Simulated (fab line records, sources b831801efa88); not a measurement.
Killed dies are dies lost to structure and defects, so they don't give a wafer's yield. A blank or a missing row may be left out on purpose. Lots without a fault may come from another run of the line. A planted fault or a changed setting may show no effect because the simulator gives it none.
fab line records | flow sky130
record lots=6 wafers=18 last_day=49
route steps=708 shown VIA4@644 METAL5@661 PASSIVATION@681 PAD_OPEN@708
lots that met no fault: from a run of the same line without faults
start_h: hours from the record's first day to the start of the lot's first wafer shown | wait_h: hours since the lot's step before | " the same as in the row above | L1.1+2: a row that stands for several wafers | - no value, or no start given | * or withheld: withheld | < > ~ a bound
route shown NAME@n: a module of which the file shows steps, and the number in the route of the first | usual: mean/standard deviation of fault-free wafers | same: alike in all rows | chamber/n: place in a boat | sites: the reading at each site | _std_site: their standard deviation | _edge_site: outer sites' mean less inner sites' | radius_mm: how far each site lies from the wafer's centre | mask NAME#n: copy n | behind: the tool/chamber that last shaped the wafer | hold: why the lot was held/for how many hours/how that ended | device: the transistor (n, p or np) that didn't switch | end of line: the same wafers' tests at the end of the route | a step without rows: its recipe alone | killed: dies lost to structure and defects at the first sort, not the wafer's yield | map: a wafer's dies, x killed, . not, _ none there
set.NAME: the setting as run; set.NAME@STEP: as run at that earlier step | model.NAME: the simulator's own value behind a step, which no gauge read
lots at some steps of the route; a table a step, a row a wafer
services: from which hour (start_h, from the record's first day; less than 0 if before it) a tool's chamber was out of use, for how many hours, and why
## steps
# step SKY_VIA4_HMDS_05
# recipe prime_time_s=60 prime_temp_c=120
# step SKY_VIA4_COAT_06
# recipe resist=NOVOLAK spin_rpm=3000 resist_thk_nm=1140
# step SKY_VIA4_SOFTBAKE_07
# recipe temp_c=90 time_s=60 resist=NOVOLAK
# step SKY_VIA4_EXPOSE_08
# recipe mask_id=VIM4 na=0.6 source_shape=conventional sigma_outer=0.6 polarization=unpolarized target_cd_nm=800 dose_mj=132
# step SKY_VIA4_PEB_09
# recipe temp_c=withheld time_s=* resist=NOVOLAK
# step SKY_VIA4_DEVELOP_10
# recipe resist=NOVOLAK developer=TMAH develop_time_s=60 dev_temp_c=23
# step SKY_VIA4_OVL_MEAS_11
# usual VIA4_OVL=-0.1/1.2
# columns lot.wafer tool chamber start_h wait_h VIA4_OVL[nm]
L305.1 overlay-02 - 1044.93 0.1 -1.0
L305.4 " - " " 0.4
L305.5 " - " " 0.4
L304.1 overlay-02 - 1049.53 0.1 -0.3
L304.5 " - " " -0.4
L304.6 " - " " -0.7
L306.1 overlay-01 - 1057.53 0.1 -0.6
L306.4 " - " " -0.2
L306.6 " - " " 0.8
L310.1 overlay-02 - 1082.65 0.1 -0.7
L310.2 " - " " 0.2
L310.4 " - " " -0.4
L314.3 overlay-02 - 1101.64 0.1 -1.1
L314.5 " - " " -0.1
L314.6 " - " " -1.5
L316.1 overlay-02 - 1118.25 0.1 -2.3
L316.3 " - " " 0.0
L316.5 " - " " 2.0
# step SKY_VIA4_ETCH_12
# recipe target=SiO2 chemistry=C4F8/O2/Ar stop_on=TiN mask_material=NOVOLAK source_w=1500 bias_w=1200 pressure_mtorr=40 c4f8_flow_sccm=withheld O2_flow_sccm=6 Ar_flow_sccm=300 time_s=withheld target_depth_a=5800
# step SKY_VIA4_STRIP_13
# recipe chemistry=O2/N2 power_w=1400 pressure_mtorr=1500 platen_temp_c=withheld o2_flow_sccm=3000 n2_flow_sccm=300 overash_fraction=0.5
# step SKY_VIA4_STRIP_14
# recipe chemistry=post_etch_residue_remover time_s=1200 temp_c=72.5
# step SKY_VIA4_CLEAN_15
# recipe chemistry=IPA time_s=180 temp_c=25
# step SKY_VIA4_CLEAN_16
# recipe chemistry=O3/DIW dry=n2_spin
# step SKY_VIA4_SPUTTER_17
# recipe material=TiN target_thk_nm=20 chamber_pressure_pa=5 power_w=4000 time_s=80
# usual throttle_valve_pct=30.2/1.2
# columns lot.wafer tool chamber start_h wait_h throttle_valve_pct
L305.1 pvd_sputter-04 - 1045.67 0.0 30.0
L305.4 " - " " 32.5
L305.5 " - " " 30.6
L304.1 pvd_sputter-04 - 1050.23 0.0 29.7
L304.5 " - " " 30.4
L304.6 " - " " 29.7
L306.1 pvd_sputter-04 - 1058.68 0.0 29.8
L306.4 " - " " 30.4
L306.6 " - " " 29.9
L310.1 pvd_sputter-04 - 1083.49 0.0 32.3
L310.2 " - " " 30.2
L310.4 " - " " 29.7
L314.3 pvd_sputter-04 - 1102.33 0.0 29.8
L314.5 " - " " 32.6
L314.6 " - " " 29.9
L316.1 pvd_sputter-02 - 1119.00 0.0 28.0
L316.3 " - " " 29.8
L316.5 " - " " 29.7
# step SKY_VIA4_CVD_18
# recipe material=W target_thk_nm=505 time_s=152.14 temp_c=400 pressure_torr=40
# step SKY_VIA4_RS_MEAS_19
# recipe thk_meas_gauge=four-point-probe reads=W_of_VIA4_CVD_18+TiN_of_VIA4_SPUTTER_17
# usual VIA4_W_RS=0.2278/0.0023
# columns lot.wafer tool chamber start_h wait_h VIA4_W_RS[ohm/sq]
L305.1 film_metro-03 - 1045.88 0.1 0.2256
L305.4 " - " " 0.2256
L305.5 " - " " 0.2292
L304.1 film_metro-04 - 1050.44 0.1 0.2285
L304.5 " - " " 0.2269
L304.6 " - " " 0.2280
L306.1 film_metro-02 - 1058.89 0.1 0.2265
L306.4 " - " " 0.2271
L306.6 " - " " 0.2284
L310.1 film_metro-02 - 1083.85 0.3 0.2287
L310.2 " - " " 0.2256
L310.4 " - " " 0.2256
L314.3 film_metro-02 - 1102.59 0.1 0.2260
L314.5 " - " " 0.2289
L314.6 " - " " 0.2255
L316.1 film_metro-02 - 1119.21 0.1 0.2276
L316.3 " - " " 0.2282
L316.5 " - " " 0.2284
# step SKY_VIA4_THK_MEAS_20
# recipe thk_meas_gauge=xrf reads=W_of_VIA4_CVD_18
# usual VIA4_W_THK=508/5.7
# columns lot.wafer tool chamber start_h wait_h VIA4_W_THK[nm]
L305.1 film_metro-03 - 1046.00 0.1 516
L305.4 " - " " 514
L305.5 " - " " 510
L304.1 film_metro-04 - 1050.56 0.1 506
L304.5 " - " " 509
L304.6 " - " " 510
L306.1 film_metro-02 - 1059.01 0.1 505
L306.4 " - " " 509
L306.6 " - " " 505
L310.1 film_metro-02 - 1083.97 0.1 507
L310.2 " - " " 509
L310.4 " - " " 513
L314.3 film_metro-02 - 1102.69 0.1 510
L314.5 " - " " 501
L314.6 " - " " 511
L316.1 film_metro-02 - 1119.33 0.1 502
L316.3 " - " " 503
L316.5 " - " " 506
# step SKY_VIA4_CMP_21
# recipe stop_on=SiO2 t_overpolish_s=25 down_force_psi=3.5 platen_rpm=60 target_thk_nm=0 pad_velocity_m_s=0.94248
# usual head_pressure_psi=3.500/0.007 motor_current_A=10.7/0.69 overpolish_run_s=25.000/0.0095 time_to_endpoint_s=121/3.5
# columns lot.wafer tool chamber start_h wait_h head_pressure_psi motor_current_A overpolish_run_s time_to_endpoint_s
L305.4 cmp-01 0 1046.16 0.1 3.498 9.8 25.008 121
L305.1 " 1 " " 3.483 10.5 25.015 120
L305.5 " 3 " " 3.490 10.5 25.006 119
L304.1 cmp-02 0 1050.77 0.2 3.506 9.8 24.995 128
L304.5 " 1 " " 3.496 11.5 24.990 127
L304.6 " 2 " " 3.514 10.5 25.017 126
L306.1 cmp-02 0 1059.17 0.1 3.504 9.8 24.999 124
L306.4 " 1 " " 3.493 11.4 25.009 124
L306.6 " 2 " " 3.500 11.2 24.993 124
L310.1 cmp-01 0 1084.03 0.1 3.505 9.6 25.016 124
L310.2 " 1 " " 3.503 10.5 25.003 124
L310.4 " 2 " " 3.492 11.7 25.001 122
L314.3 cmp-01 0 1102.78 0.1 3.495 9.9 24.995 121
L314.5 " 3 " " 3.511 10.7 24.994 121
L314.6 " 0 " " 3.495 9.7 25.017 122
L316.1 cmp-01 1 1119.61 0.3 3.505 10.6 25.011 113
L316.3 " 2 " " 3.513 12.1 25.006 119
L316.5 " 0 " " 3.494 10.2 24.982 118
# step SKY_METAL5_SPUTTER_00
# recipe material=Ti target_thk_nm=15 power_w=3000 time_s=10 chamber_pressure_pa=0.4
# step SKY_METAL5_SPUTTER_01
# recipe material=TiN target_thk_nm=20 power_w=6500 time_s=16.7 chamber_pressure_pa=0.4
# step SKY_METAL5_SPUTTER_02
# recipe material=AlCu target_thk_nm=1150 power_w=10600 time_s=61.2 chamber_pressure_pa=0.4
# step SKY_METAL5_SPUTTER_03
# recipe material=Ti target_thk_nm=5 power_w=3000 time_s=3.3 chamber_pressure_pa=0.4
# usual throttle_valve_pct=29.6/0.9
# columns lot.wafer tool chamber start_h wait_h throttle_valve_pct
L305.1 pvd_sputter-03 - 1046.46 0.0 31.6
L305.4 " - " " 29.4
L305.5 " - " " 30.1
L304.1 pvd_sputter-03 - 1051.02 0.0 31.7
L304.5 " - " " 29.6
L304.6 " - " " 30.3
L306.1 pvd_sputter-01 - 1059.47 0.0 30.6
L306.4 " - " " 29.4
L306.6 " - " " 29.9
L310.1 pvd_sputter-02 - 1084.43 0.0 29.9
L310.2 " - " " 29.6
L310.4 " - " " 28.6
L314.3 pvd_sputter-02 - 1103.13 0.0 28.2
L314.5 " - " " 28.3
L314.6 " - " " 28.6
L316.1 pvd_sputter-01 - 1119.96 0.0 29.8
L316.3 " - " " 28.3
L316.5 " - " " 28.6
# step SKY_METAL5_SPUTTER_04
# recipe material=TiN target_thk_nm=70 power_w=6500 time_s=58.3 chamber_pressure_pa=0.4
# usual throttle_valve_pct=29.6/0.88
# columns lot.wafer tool chamber start_h wait_h throttle_valve_pct
L305.1 pvd_sputter-03 - 1046.48 0.0 31.8
L305.4 " - " " 29.7
L305.5 " - " " 30.2
L304.1 pvd_sputter-03 - 1051.04 0.0 31.3
L304.5 " - " " 29.6
L304.6 " - " " 30.1
L306.1 pvd_sputter-01 - 1059.49 0.0 30.7
L306.4 " - " " 29.6
L306.6 " - " " 29.7
L310.1 pvd_sputter-02 - 1084.45 0.0 29.8
L310.2 " - " " 29.5
L310.4 " - " " 28.6
L314.3 pvd_sputter-02 - 1103.15 0.0 28.4
L314.5 " - " " 28.2
L314.6 " - " " 28.4
L316.1 pvd_sputter-01 - 1119.97 0.0 30.1
L316.3 " - " " 28.3
L316.5 " - " " 28.4
# step SKY_METAL5_RS_MEAS_05
# recipe thk_meas_gauge=four-point-probe reads=TiN_of_METAL5_SPUTTER_04+Ti_of_METAL5_SPUTTER_03+AlCu_of_METAL5_SPUTTER_02+TiN_of_METAL5_SPUTTER_01+Ti_of_METAL5_SPUTTER_00
# usual METAL5_ALCU_RS=0.02711/0.00024
# columns lot.wafer tool chamber start_h wait_h METAL5_ALCU_RS[ohm/sq]
L305.1 film_metro-01 - 1046.53 0.0 0.02693
L305.4 " - " " 0.02711
L305.5 " - " " 0.02694
L304.1 film_metro-01 - 1051.09 0.0 0.02744
L304.5 " - " " 0.02746
L304.6 " - " " 0.02733
L306.1 film_metro-01 - 1059.54 0.0 0.02729
L306.4 " - " " 0.02712
L306.6 " - " " 0.02692
L310.1 film_metro-01 - 1084.50 0.0 0.0269
L310.2 " - " " 0.02686
L310.4 " - " " 0.02677
L314.3 film_metro-01 - 1103.24 0.1 0.02693
L314.5 " - " " 0.02697
L314.6 " - " " 0.02695
L316.1 film_metro-01 - 1120.02 0.0 0.02707
L316.3 " - " " 0.02725
L316.5 " - " " 0.02737
# step SKY_METAL5_THK_MEAS_06
# recipe thk_meas_gauge=xrf reads=AlCu_of_METAL5_SPUTTER_02
# usual METAL5_ALCU_THK=1138/10
# columns lot.wafer tool chamber start_h wait_h METAL5_ALCU_THK[nm]
L305.1 film_metro-01 - 1046.65 0.1 1146
L305.4 " - " " 1141
L305.5 " - " " 1144
L304.1 film_metro-01 - 1051.21 0.1 1130
L304.5 " - " " 1127
L304.6 " - " " 1134
L306.1 film_metro-01 - 1059.66 0.1 1135
L306.4 " - " " 1139
L306.6 " - " " 1141
L310.1 film_metro-01 - 1084.62 0.1 1147
L310.2 " - " " 1148
L310.4 " - " " 1154
L314.3 film_metro-01 - 1103.34 0.1 1139
L314.5 " - " " 1145
L314.6 " - " " 1138
L316.1 film_metro-01 - 1120.14 0.1 1135
L316.3 " - " " 1133
L316.5 " - " " 1126
# step SKY_METAL5_DEHYDRATE_07
# recipe temp_c=200 time_s=60
# step SKY_METAL5_HMDS_08
# recipe prime_time_s=60 prime_temp_c=120
# step SKY_METAL5_COAT_09
# recipe resist=NOVOLAK spin_rpm=3000 resist_thk_nm=1800
# step SKY_METAL5_SOFTBAKE_10
# recipe temp_c=90 time_s=60 resist=NOVOLAK
# step SKY_METAL5_EXPOSE_11
# recipe mask_id=MM5 na=0.6 source_shape=conventional sigma_outer=0.6 polarization=unpolarized target_cd_nm=1600 dose_mj=190
# step SKY_METAL5_PEB_12
# recipe temp_c=withheld time_s=* resist=NOVOLAK
# step SKY_METAL5_DEVELOP_13
# recipe resist=NOVOLAK developer=TMAH develop_time_s=60 dev_temp_c=23
# step SKY_METAL5_DESCUM_14
# recipe chemistry=O2 source_power_w=150 bias_power_w=0 pressure_mtorr=10 temp_c=40 time_s=11
# step SKY_METAL5_METAL_ETCH_15
# recipe target_depth_a=12600 stop_on=SiO2 over_etch_frac=0.2 time_s=252 chemistry=Cl2/BCl3 resist_sidewall_deg=86 pressure_mtorr=10 icp_w=900 bias_w=48.5 Cl2_flow_sccm=60 bcl3_flow_sccm=30
# step SKY_METAL5_STRIP_16
# recipe chemistry=O2/N2 power_w=1400 pressure_mtorr=1500 platen_temp_c=withheld o2_flow_sccm=3000 n2_flow_sccm=300 overash_fraction=0.5
# usual drypump_motor_current_A=5.8/0.43 oes_product_au=0.709/0.0042 strip_time_to_endpoint_s=13.12/0.099
# columns lot.wafer tool chamber start_h wait_h drypump_motor_current_A oes_product_au rf_hours_counter_h strip_time_to_endpoint_s
L305.1 plasma_asher-04 0 1069.07 0.4 5.9 0.708 33 13.19
L305.4 " 0 " " 5.9 0.705 - 13.17
L305.5 " 1 " " 6.2 0.711 - 13.22
L304.1 plasma_asher-02 1 1072.53 0.4 5.8 0.718 87 13.23
L304.5 " 0 " " 5.3 0.703 - 13.13
L304.6 " 1 " " 5.7 0.710 - 13.15
L306.1 plasma_asher-03 1 1080.42 0.2 5.5 0.709 2 13.27
L306.4 " 1 " " 5.6 0.706 - 13.12
L306.6 " 0 " " 6.7 0.712 - 13.27
L310.1 plasma_asher-02 1 1105.21 0.2 5.7 0.708 91 13.02
L310.2 " 0 " " 5.3 0.714 91 12.94
L310.4 " 0 " " 5.3 0.710 - 12.94
L314.3 plasma_asher-03 1 1123.34 0.1 5.5 0.707 - 13.08
L314.5 " 0 " " 6.7 0.703 - 13.11
L314.6 " 1 " " 5.5 0.712 - 13.08
L316.1 plasma_asher-02 0 1139.01 0.2 5.3 0.714 94 12.97
L316.3 " 0 " " 5.3 0.711 - 13.03
L316.5 " 0 " " 5.3 0.711 - 12.98
# step SKY_METAL5_STRIP_17
# recipe chemistry=post_etch_residue_remover time_s=1200 temp_c=72.5
# step SKY_METAL5_CLEAN_18
# recipe chemistry=IPA time_s=180 temp_c=25
# step SKY_METAL5_CLEAN_19
# recipe chemistry=O3/DIW dry=n2_spin
# step SKY_PASSIVATION_CVD_00
# recipe material=SiO2 target_thk_nm=90 temp_c=400 time_s=withheld rf_w=600
# step SKY_PASSIVATION_THK_MEAS_01
# recipe reads=SiO2_of_PASSIVATION_CVD_00
# usual PASSIVATION_CVD_00_THK=90.7/1
# columns lot.wafer tool chamber start_h wait_h PASSIVATION_CVD_00_THK[nm]
L305.1 film_metro-01 - 1070.02 - 90.0
L305.4 " - " " 91.9
L305.5 " - " " 90.6
L304.1 film_metro-03 - 1073.14 - 91.1
L304.5 " - " " 90.7
L304.6 " - " " 92.1
L306.1 film_metro-01 - 1081.03 - 90.9
L306.4 " - " " 90.3
L306.6 " - " " 91.8
L310.1 film_metro-03 - 1105.83 - 89.4
L310.2 " - " " 89.3
L310.4 " - " " 91.5
L314.3 film_metro-01 - 1123.97 - 89.7
L314.5 " - " " 91.3
L314.6 " - " " 90.9
L316.1 film_metro-02 - 1139.67 - 88.8
L316.3 " - " " 89.8
L316.5 " - " " 90.3
# step SKY_PASSIVATION_CVD_02
# recipe material=Si3N4 target_thk_nm=540 temp_c=400 time_s=withheld rf_w=450
# usual heater_power_w=798/94
# columns lot.wafer tool chamber start_h wait_h heater_power_w
L305.1 pecvd-04 2 1070.08 0.1 797
L305.4 " 2 " " 809
L305.5 " 0 " " 934
L304.1 pecvd-04 1 1073.20 0.1 906
L304.5 " 1 " " 917
L304.6 " 2 " " 801
L306.1 pecvd-02 1 1081.09 0.1 836
L306.4 " 0 " " 585
L306.6 " 1 " " 851
L310.1 pecvd-02 1 1105.89 0.1 777
L310.2 " 0 " " 626
L310.4 " 2 " " 776
L314.3 pecvd-03 0 1124.01 0.0 789
L314.5 " 1 " " 865
L314.6 " 0 " " 797
L316.1 pecvd-04 2 1139.73 0.1 729
L316.3 " 1 " " 859
L316.5 " 0 " " 877
# step SKY_PASSIVATION_THK_MEAS_03
# recipe reads=Si3N4_of_PASSIVATION_CVD_02
# usual PASSIVATION_CVD_02_THK=541/6.6
# columns lot.wafer tool chamber start_h wait_h PASSIVATION_CVD_02_THK[nm]
L305.1 film_metro-01 - 1070.31 - 534
L305.4 " - " " 546
L305.5 " - " " 541
L304.1 film_metro-01 - 1073.57 - 534
L304.5 " - " " 545
L304.6 " - " " 543
L306.1 film_metro-01 - 1081.32 - 537
L306.4 " - " " 555
L306.6 " - " " 550
L310.1 film_metro-01 - 1106.12 - 539
L310.2 " - " " 544
L310.4 " - " " 546
L314.3 film_metro-02 - 1124.26 - 536
L314.5 " - " " 546
L314.6 " - " " 543
L316.1 film_metro-01 - 1139.95 - 540
L316.3 " - " " 542
L316.5 " - " " 537
# step SKY_PASSIVATION_DEHYDRATE_04
# recipe temp_c=200 time_s=60
# step SKY_PAD_OPEN_PROBE_99
# usual defect_limited_yield=82.6/1.9 killed_at_M0_to_M3=43/7 killed_at_M4_up=3.1/2 killed_at_contacts=24/5.3 killed_at_front_end=15/4.2 killed_at_other=0.4/0.66 killed_dies=86/9.5 killed_open=47/7.4 killed_short=38/6.2 sort_bin_3_pad_short=0.9/0.44 sort_bin_5_function=10.2/1.4 sort_bin_6_memory=6.4/1.1 sort_n_pass=406/9.5 sort_yield_pct=82.6/1.9
# same gross_dies=492 killed_at_back_side=0 sort_bin_4_leakage[%]=0 sort_bin_8_speed[%]=0
# columns lot.wafer tool chamber start_h wait_h defect_limited_yield[%] killed_at_M0_to_M3 killed_at_M4_up killed_at_contacts killed_at_front_end killed_at_other killed_dies killed_open killed_short sort_bin_3_pad_short[%] sort_bin_5_function[%] sort_bin_6_memory[%] sort_n_pass sort_yield_pct[%] model.etest.tester.sort_n_pass model.etest.tester.sort_yield_pct model.etest.tester.sort_bin_5_pct model.etest.tester.sort_bin_3_pct
L305.1 prober-01 - 1113.94 0.1 87.2 32 2 19 10 0 63 30 33 0.4 8.1 4.3 429 87.2 429 87.2 8.13 0.4065
L305.4 prober-01 - 1114.09 0.2 83.3 41 1 33 7 0 82 51 31 0.4 10.4 5.9 410 83.3 410 83.33 10.37 0.4065
L305.5 prober-01 - 1114.14 0.2 82.7 48 3 22 12 0 85 41 42 1.2 10.4 5.7 407 82.7 407 82.72 10.37 1.22
L304.1 prober-02 - 1115.89 0.1 78.3 58 4 28 17 0 107 53 54 1.2 11.4 9.1 385 78.3 385 78.25 11.38 1.22
L304.5 prober-02 - 1116.09 0.2 84.1 42 9 19 7 1 78 38 40 0.8 9.8 5.3 414 84.1 414 84.15 9.756 0.813
L304.6 prober-02 - 1116.14 0.2 79.7 62 5 20 13 0 100 57 43 0.4 13.6 6.3 392 79.7 392 79.67 13.62 0.4065
L306.1 prober-01 - 1123.44 0.1 83.7 25 5 32 17 1 80 53 27 0.8 9.1 6.3 412 83.7 412 83.74 9.146 0.813
L306.4 prober-01 - 1123.59 0.2 82.1 41 3 22 21 1 88 54 34 0.6 10.8 6.5 404 82.1 404 82.11 10.77 0.6098
L306.6 prober-01 - 1123.69 0.2 83.5 36 2 23 20 0 81 41 40 1.0 9.3 6.1 411 83.5 411 83.54 9.35 1.016
L310.1 prober-02 - 1147.09 0.1 67.5 48 70 25 17 0 160 51 42 5.7 18.9 7.9 332 67.5 332 67.48 18.9 5.691
L310.2 prober-02 - 1147.14 0.1 69.7 41 65 24 19 0 149 51 34 3.9 18.9 7.5 343 69.7 343 69.72 18.9 3.862
L310.4 prober-02 - 1147.24 0.2 67.3 51 70 17 23 0 161 47 48 3.7 20.1 8.9 331 67.3 331 67.28 20.12 3.659
L314.3 prober-02 - 1162.13 0.2 70.1 41 63 23 20 0 147 44 41 3.9 18.1 7.9 345 70.1 345 70.12 18.09 3.862
L314.5 prober-02 - 1162.23 0.2 70.1 37 66 31 12 1 147 45 35 4.7 18.1 7.1 345 70.1 345 70.12 18.09 4.675
L314.6 prober-02 - 1162.28 0.2 68.3 43 66 29 17 1 156 52 38 5.1 18.9 7.7 336 68.3 336 68.29 18.9 5.081
L316.1 prober-02 - 1177.35 0.1 82.7 44 2 21 17 1 85 53 31 0.6 10.8 5.9 407 82.7 407 82.72 10.77 0.6098
L316.3 prober-02 - 1177.45 0.2 85.2 42 1 15 13 2 73 35 38 1.0 8.3 5.5 419 85.2 419 85.16 8.333 1.016
L316.5 prober-02 - 1177.55 0.2 83.7 35 5 18 22 0 80 43 36 0.8 8.1 7.3 412 83.7 412 83.74 8.13 0.813
# killed by level:class
L305.1 METAL2:geometric_particle:short=9 CONTACT:geometric_particle:open=7 VIA1:geometric_particle:open=7 LI_CONTACT:geometric_particle:open=5 LI_CONTACT:geometric_particle:short=4 VIA2:geometric_particle:open=4 METAL3:geometric_particle:short=4 FIELD_ISO:geometric_particle:short=3
L305.4 VIA1:geometric_particle:open=12 CONTACT:geometric_particle:open=11 LI_CONTACT:geometric_particle:open=8 METAL2:geometric_particle:short=8 LI_CONTACT:geometric_particle:short=5 CONTACT:geometric_particle:short=5 METAL1:geometric_particle:short=5 VIA3:geometric_particle:open=5
L305.5 VIA1:geometric_particle:open=14 LI_CONTACT:geometric_particle:open=10 METAL1:geometric_particle:short=7 VIA1:geometric_particle:short=7 VIA2:geometric_particle:open=6 LOCAL_INTERCONNECT:geometric_particle:short=5 VIA3:geometric_particle:open=4 CONTACT:geometric_particle:short=4
L304.1 METAL1:geometric_particle:short=11 CONTACT:geometric_particle:open=9 VIA2:geometric_particle:open=9 VIA1:geometric_particle:open=8 VIA1:geometric_particle:short=7 LOCAL_INTERCONNECT:geometric_particle:short=6 LI_CONTACT:geometric_particle:open=6 FIELD_ISO:geometric_particle:open=5
L304.5 VIA2:geometric_particle:open=9 VIA1:geometric_particle:open=8 METAL4:geometric_particle:short=7 METAL2:geometric_particle:short=6 VIA3:geometric_particle:open=5 LI_CONTACT:geometric_particle:short=5 LI_CONTACT:geometric_particle:open=5 VIA1:geometric_particle:short=5
L304.6 VIA3:geometric_particle:open=13 VIA1:geometric_particle:open=10 VIA2:geometric_particle:open=9 CONTACT:geometric_particle:open=9 FIELD_ISO:geometric_particle:open=7 METAL2:geometric_particle:short=7 METAL1:geometric_particle:short=6 VIA1:geometric_particle:short=6
L306.1 CONTACT:geometric_particle:open=13 VIA1:geometric_particle:open=8 LI_CONTACT:geometric_particle:open=7 FIELD_ISO:geometric_particle:short=6 VIA2:geometric_particle:open=6 LOCAL_INTERCONNECT:geometric_particle:short=5 CONTACT:geometric_particle:short=5 POLY_GATE:geometric_particle:open=4
L306.4 CONTACT:geometric_particle:open=10 VIA1:geometric_particle:open=9 VIA3:geometric_particle:open=8 FIELD_ISO:geometric_particle:short=5 VIA2:geometric_particle:open=5 FIELD_ISO:geometric_particle:open=4 SPACER:geometric_particle:open=4 LI_CONTACT:geometric_particle:open=4
L306.6 VIA1:geometric_particle:open=8 FIELD_ISO:geometric_particle:short=7 LOCAL_INTERCONNECT:geometric_particle:short=6 CONTACT:geometric_particle:open=6 VIA3:geometric_particle:open=6 CONTACT:geometric_particle:short=5 LI_CONTACT:geometric_particle:open=5 VIA2:geometric_particle:open=5
L310.1 VIA4:unspecified=67 CONTACT:geometric_particle:open=12 VIA1:geometric_particle:open=9 VIA3:geometric_particle:open=9 CONTACT:geometric_particle:short=8 POLY_GATE:geometric_particle:open=7 VIA2:geometric_particle:open=6 METAL2:geometric_particle:short=5
L310.2 VIA4:unspecified=64 VIA1:geometric_particle:open=12 CONTACT:geometric_particle:open=10 VIA3:geometric_particle:open=7 LI_CONTACT:geometric_particle:open=6 METAL2:geometric_particle:short=6 POLY_GATE:geometric_particle:short=5 POLY_GATE:geometric_particle:open=5
L310.4 VIA4:unspecified=66 VIA1:geometric_particle:open=12 METAL1:geometric_particle:short=10 POLY_GATE:geometric_particle:short=8 CONTACT:geometric_particle:open=8 VIA2:geometric_particle:open=6 FIELD_ISO:geometric_particle:open=5 METAL2:geometric_particle:short=5
L314.3 VIA4:unspecified=62 VIA2:geometric_particle:open=9 FIELD_ISO:geometric_particle:open=7 POLY_GATE:geometric_particle:open=6 CONTACT:geometric_particle:open=6 METAL1:geometric_particle:short=6 VIA1:geometric_particle:short=6 VIA1:geometric_particle:open=5
L314.5 VIA4:unspecified=66 CONTACT:geometric_particle:open=10 VIA2:geometric_particle:open=9 LI_CONTACT:geometric_particle:open=8 CONTACT:geometric_particle:short=6 VIA3:geometric_particle:open=5 FIELD_ISO:geometric_particle:open=4 VIA1:geometric_particle:open=4
L314.6 VIA4:unspecified=65 VIA1:geometric_particle:open=13 CONTACT:geometric_particle:open=9 LI_CONTACT:geometric_particle:open=8 FIELD_ISO:geometric_particle:short=7 FIELD_ISO:geometric_particle:open=6 LOCAL_INTERCONNECT:geometric_particle:short=5 METAL2:geometric_particle:short=5
L316.1 VIA1:geometric_particle:open=11 LI_CONTACT:geometric_particle:open=9 VIA3:geometric_particle:open=8 CONTACT:geometric_particle:open=6 VIA2:geometric_particle:open=6 POLY_GATE:geometric_particle:short=4 POLY_GATE:geometric_particle:open=4 METAL1:geometric_particle:short=4
L316.3 VIA1:geometric_particle:open=9 VIA1:geometric_particle:short=6 VIA2:geometric_particle:open=6 CONTACT:geometric_particle:open=5 METAL2:geometric_particle:short=5 VIA3:geometric_particle:open=5 FIELD_ISO:geometric_particle:open=4 POLY_GATE:geometric_particle:short=4
L316.5 LI_CONTACT:geometric_particle:open=8 POLY_GATE:geometric_particle:open=7 VIA1:geometric_particle:open=7 VIA3:geometric_particle:open=5 FIELD_ISO:geometric_particle:open=4 POLY_GATE:geometric_particle:short=4 METAL1:geometric_particle:short=4 METAL2:geometric_particle:short=4
# map L310.4 (x killed, . not)
__________.........._________
________..x.......x..._______
______.x.x....xx..x..xx._____
_____...xx.x.x..x.xx.....____
____x.....x.xx..x.......x.___
___..x...x.x...........x...__
__....x.x.........x......x.._
_.....x..x.......x.....x....x
_...............x..x...x..x..
_.x...x.x..........x.xx..xx.x
_....xx.x.x...xx....x........
_xx...........x...x...x.....x
_x.x......x................x.
_x.......x...x...x..x..x.....
_x.x..x.x....xxxxxxxxx.x..x.x
__...x..xxx.xxxxxxxxxxx...x._
___..x..x....xxxxxxxxxx....__
____.x...x..x.xxxxxxxxx...___
_____.......xxxxxxxxxx..x____
______......x.xxxxxxxxx._____
________...x.x.xxxxxx._______
__________.x....xxxx_________
# map L314.6 (x killed, . not)
__________xx...x..x._________
________.......x.xxx.x_______
______x..x....xx....x..._____
_____..xx........x.......____
____.........x.x........xx___
___......x..x..x..x..x..x..__
__.x..x........x....x......x_
_.x....x.x..xx.x.xxxx...x....
_..x....xxx.xx...xx...xx.....
_x.x..xxxxxxx..x...x..xx..x..
_....xxxxxxxxx...x..x.x......
_....xxxxxxxxx.x...x.x.x...x.
_x..xxxxxxxxxxx.........x..x.
_..x.xxxxxxxxxx.x.x..x.......
_.....xxxxxxx.......x...x..xx
__.....x.xxxx.xx...xx......x_
___....x..x.x..............__
____......x..x..x.........___
_____...........x........____
______..xx..........x..._____
________x....x..x....._______
__________......x..._________
## services
# columns tool chamber start_h hours kind
cmp-01 - 1023.96 0.4 repair
pvd_sputter-04 3 1029.26 - consumable_replace:kit
pvd_sputter-04 3 1029.26 18.0 scheduled_down
pvd_sputter-04 3 1029.26 18.0 vent_cycle
pvd_sputter-01 0 1039.11 - consumable_replace:kit
plasma_asher-02 - 1041.17 6.7 repair
plasma_asher-02 - 1047.85 2.8 pm
pecvd-04 - 1052.89 0.7 repair
plasma_asher-03 - 1055.25 9.0 pm
plasma_asher-02 - 1060.76 1.0 repair
pvd_sputter-03 - 1070.25 6.2 repair
pecvd-02 - 1071.81 4.5 repair
cmp-02 - 1084.23 4.0 pm
cmp-01 - 1090.79 0.5 repair
cmp-01 - 1090.97 4.5 repair
cmp-02 - 1115.95 5.6 pm
pecvd-04 - 1124.05 5.0 repair
pecvd-04 1 1124.29 6.8 repair
cmp-02 - 1124.78 2.3 repair
pecvd-02 - 1131.65 2.5 repair
pvd_sputter-01 - 1134.96 0.5 repair
pvd_sputter-02 0 1139.74 - consumable_replace:kit
pvd_sputter-02 0 1139.74 18.0 scheduled_down
pvd_sputter-02 0 1139.74 18.0 vent_cycle
## key
first_sign step=SKY_PAD_OPEN_PROBE_99 reading=killed_at_M4_up direction=up sigmas=33 usual=3.1 struck=66.7
effect step=SKY_PAD_OPEN_PROBE_99 reading=sort_bin_3_pad_short direction=up sigmas=8.3 usual=0.9 struck=4.5
model_effect step=SKY_PAD_OPEN_PROBE_99 value=etest.tester.sort_n_pass without=396.5 struck=338.7
met_at SKY_VIA4_SPUTTER_17
struck_wafers L310.1,L310.2,L310.4,L314.3,L314.5,L314.6
onset_between 1058.68 1083.49
also_fits SKY_METAL5_SPUTTER_03:pvd_sputter-02,SKY_METAL5_SPUTTER_04:pvd_sputter-02
fault kind=chamber_particle_source tool=pvd_sputter-04 chamber=- onset_h=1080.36 steps=SKY_VIA4_SPUTTER_17 rate_per_visit_cm2=1.4946 end_h=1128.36
